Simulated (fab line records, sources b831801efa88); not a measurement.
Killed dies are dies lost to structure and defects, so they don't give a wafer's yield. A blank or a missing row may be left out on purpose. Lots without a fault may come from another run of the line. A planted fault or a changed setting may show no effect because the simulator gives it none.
A struck lot beside a sound one | flow sky130 | 19 steps out of a route of 708
Sound: wafers L803.1, L803.5, L803.6. Struck: wafers L808.1, L808.3, L808.5. The cause comes at the end.
At each step with rows: each side's tool, then ch and its chambers, then its first start. Under that, the readings that differ: sound wafers | struck wafers | difference of the means | sigmas: that difference in standard deviations of wafers without a fault.
alike: readings whose means differ by less than 2 such deviations, and words and numbers that are the same on both sides. not compared: withheld readings, readings that some wafer has no value for, bounds like >300 that may hide the same value, and numbers for which the record gives no deviation and whose values overlap.
The two part at a step that has a row with sigmas, a row that says differs or no value, or rows on one side only. Numbers that don't overlap but have no deviation are shown without sigmas and don't part them. A reading that every wafer of one side lacks parts them only if that side has two wafers or more.

first, 1 step without rows for these wafers: SKY_RES_XHIGH_IMPLANT_07.
SKY_RES_XHIGH_STRIP_08: strips in O2/N2.
  sound on plasma_asher-02 ch 0,1, day 31 09:35; struck on plasma_asher-01 ch 0,1, day 32 03:46
  alike: drypump_motor_current_A, oes_product_au, strip_time_to_endpoint_s
  not compared: rf_hours_counter_h
SKY_RES_XHIGH_TW_MEAS_09:
  sound on film_metro-02, day 31 09:41; struck on film_metro-01, day 32 03:52
  alike: RES_XHIGH_TW
then, 7 steps without rows for these wafers: SKY_SD_N_DEHYDRATE_00 (time 60 s); SKY_SD_N_HMDS_01 (prime time 60 s); SKY_SD_N_COAT_02 (resist thk 1140 nm); SKY_SD_N_SOFTBAKE_03 (time 60 s); SKY_SD_N_EXPOSE_04 (exposes mask NSDM, target cd 380 nm); SKY_SD_N_PEB_05; SKY_SD_N_DEVELOP_06 (develop time 60 s).
SKY_SD_N_CD_MEAS_07: target cd 380 nm.
  sound on cd_sem-01, day 32 12:19; struck on cd_sem-02, day 33 07:16
  alike: cd_nm
SKY_SD_N_OVL_MEAS_08:
  sound on overlay-02, day 32 12:26; struck on overlay-01, day 33 07:23
  alike: SD_N_OVL
SKY_SD_N_IMPLANT_09:
  sound on implanter-04 ch 0, day 32 12:28; struck on implanter-02 ch 0, day 33 07:25
  reading                   | sound                | struck               | difference | sigmas
  beam_energy_keV           | 50.005 50.032 49.997 | 60.973 60.966 60.959 | +10.955    | +99 or more
  model.implant.rp_nm (nm)  | 32.96 32.96 32.96    | 37.13 37.13 37.13    | +4.17      |
  model.implant.drp_nm (nm) | 14.11 14.11 14.11    | 16.4 16.4 16.4       | +2.3       |
then, 1 step without rows for these wafers: SKY_SD_N_IMPLANT_10.
SKY_SD_N_STRIP_11: strips in O2/N2.
  sound on plasma_asher-02 ch 0,1, day 32 12:46; struck on plasma_asher-02 ch 1, day 33 07:43
  reading                      | sound             | struck            | difference | sigmas
  oes_product_au (a.u.)        | 0.531 0.521 0.522 | 0.513 0.508 0.507 | -0.015     | -3
  strip_time_to_endpoint_s (s) | 22.53 22.56 22.54 | 24.19 24.18 24.20 | +1.65      | +38
  alike: drypump_motor_current_A
  not compared: rf_hours_counter_h
SKY_SD_N_TW_MEAS_12:
  sound on film_metro-02, day 32 12:52; struck on film_metro-01, day 33 08:05
  reading | sound          | struck         | difference | sigmas
  SD_N_TW | 3910 3894 3885 | 4092 4112 4094 | +203       | +8
  not compared: hold
SKY_SD_N_RTA_14: time 2 s.
  sound on rtp_anneal-01 ch 0, day 32 12:59; struck on rtp_anneal-02 ch 0, day 33 08:52
  reading           | sound                | struck               | difference | sigmas
  anneal_temp_c_max | 1085.3 1085.2 1088.2 | 1080.3 1080.2 1079.9 | -6.1       | -4
  alike: lamp_power_pct, ramp_up_c_per_s, wafer_temp_C_max
SKY_SD_N_RS_MEAS_16: measures by four-point-probe.
  sound on film_metro-04, day 32 13:10; struck on film_metro-02, day 33 09:20
  reading          | sound             | struck            | difference | sigmas
  SD_N_RS (ohm/sq) | 68.53 68.45 68.59 | 61.58 61.63 61.63 | -6.91      | -69
  not compared: hold
then, 1 step without rows for these wafers: SKY_PAD_OPEN_PROBE_99.

WHERE THEY PART
First at SKY_SD_N_IMPLANT_09; last, within this record, at SKY_SD_N_RS_MEAS_16.

WHY: what the simulator had put in
Process parameter drift: implanter-02, from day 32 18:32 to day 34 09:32, at SKY_SD_N_IMPLANT_09. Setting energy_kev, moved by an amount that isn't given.
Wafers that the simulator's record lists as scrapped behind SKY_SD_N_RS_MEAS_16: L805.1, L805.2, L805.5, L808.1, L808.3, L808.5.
